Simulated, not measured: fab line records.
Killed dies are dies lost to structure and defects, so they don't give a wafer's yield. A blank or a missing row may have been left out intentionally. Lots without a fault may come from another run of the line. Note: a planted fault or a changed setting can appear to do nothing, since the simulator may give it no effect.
Split-lot experiment ; flow sky130 ; on a route of 708 steps: 5 lots, 23 wafers read

SPLIT DETAILS
At SKY_METAL5_METAL_ETCH_15 (etches the open film in Cl2/BCl3, stops on SiO2, target depth 1260 nm, time 252 s), the setting icpW was moved away from the recipe's 900 W on 8 of the 23 wafers read, by -6.9% to +11.9%. For the rest of the wafers, this setting stayed at what the recipe calls for.

Reading taken at the split's own step.

THE READING
NOVOLAK_of_METAL5_COAT_09.thkNm (the simulator's own value, which no gauge read), in nm, at SKY_METAL5_METAL_ETCH_15 (etches the open film in Cl2/BCl3, stops on SiO2, target depth 1260 nm, time 252 s). The file gives no usual value for it. Average 1041.9 nm, standard deviation 15 nm, over the 15 wafers here run with the recipe.

wafer;tool, chamber at the split;icpW as run, W;against the recipe;NOVOLAK_of_METAL5_COAT_09.thkNm, nm;against lot-mates on the recipe
L074.1;rieMetal-04, 0;900;recipe;1051;-
L074.3;rieMetal-04, 1;838.2;-6.9%;1100;+46.5
L074.4;rieMetal-04, 0;838.2;-6.9%;1094;+40.5
L074.5;rieMetal-04, 0;838.2;-6.9%;1084;+30.5
L074.6;rieMetal-04, 1;900;recipe;1056;-
L075.1;rieMetal-04, 1;900;recipe;1060;-
L075.3;rieMetal-04, 1;900;recipe;1067;-
L075.4;rieMetal-04, 0;990.8;+10.1%;981;-82.5
L075.5;rieMetal-04, 0;990.8;+10.1%;972.2;-91.3
L075.6;rieMetal-04, 1;990.8;+10.1%;996.8;-66.7
L078.2;rieMetal-04, 0;900;recipe;1036;-
L078.3;rieMetal-04, 1;900;recipe;1060;-
L078.4;rieMetal-04, 0;900;recipe;1040;-
L078.5;rieMetal-04, 0;900;recipe;1036;-
L078.6;rieMetal-04, 1;900;recipe;1058;-
L079.1;rieMetal-01, 1;900;recipe;1019;-
L079.2;rieMetal-01, 0;900;recipe;1030;-
L079.3;rieMetal-01, 0;900;recipe;1028;-
L081.2;rieMetal-02, 1;900;recipe;1025;-
L081.3;rieMetal-02, 1;1007;+11.9%;954;-75.0
L081.4;rieMetal-02, 1;900;recipe;1031;-
L081.5;rieMetal-02, 1;1007;+11.9%;950.1;-78.9
L081.6;rieMetal-02, 1;900;recipe;1031;-

FIT RESULTS
A straight line over all 23 wafers: NOVOLAK_of_METAL5_COAT_09.thkNm changes by -6.84 nm for each +1% of icpW; r = -0.94; the points scatter about the line by 14 nm.
The same after taking each lot's own level away (the mean of its wafers on the recipe; 23 wafers): -6.84 nm for each +1%; r = -0.98; scatter 8.9 nm.
Per that fit: largest icpW move, reading shift of 81 nm.
Across the lots, their own levels run from 1025.67 to 1063.50 nm, a range of 2.6 times the standard deviation given above.
The two slopes are in agreement: the lot-to-lot level therefore moves the slope only a little.
Check: -85.6 nm against its lot-mates is what the line predicts for one of the wafers moved furthest among these (+11.9%) when that wafer is left out of the fit. It came out at -75 nm against them.

THESE WAFERS: OTHER SPLITS
Before the reading, these wafers also passed through other splits. Each is held against what the fit with the lots' levels taken away leaves over:
other split on the same wafers;wafers away from the commonest value;r with NOVOLAK_of_METAL5_COAT_09.thkNm (lot level and that fit taken away)
SKY_VIA4_CMP_02 leaveAboveRefNm;6;+0.43
SKY_VIA4_DEVELOP_10 developTimeS;7;-0.47
SKY_VIA4_CVD_18 tempC;8;-0.15

THE WHOLE CHAIN: every reading that the file lists as answering this split, in the file's order
step;what it does;reading;change (the file's fit);r (the file's)
SKY_METAL5_METAL_ETCH_15;etches the open film in Cl2/BCl3, stops on SiO2, target depth 1260 nm, time 252 s;NOVOLAK_of_METAL5_COAT_09.thkNm (the simulator's own value, which no gauge read);-6.86 nm for each +1% of the setting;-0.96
SKY_METAL5_STRIP_16;strips in O2/N2;stripTimeToEndpointS;withheld for each +1% of the setting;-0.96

FILE'S OWN FIT
NOVOLAK_of_METAL5_COAT_09.thkNm changes by -6.86 nm for each +1% of icpW, r = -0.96.
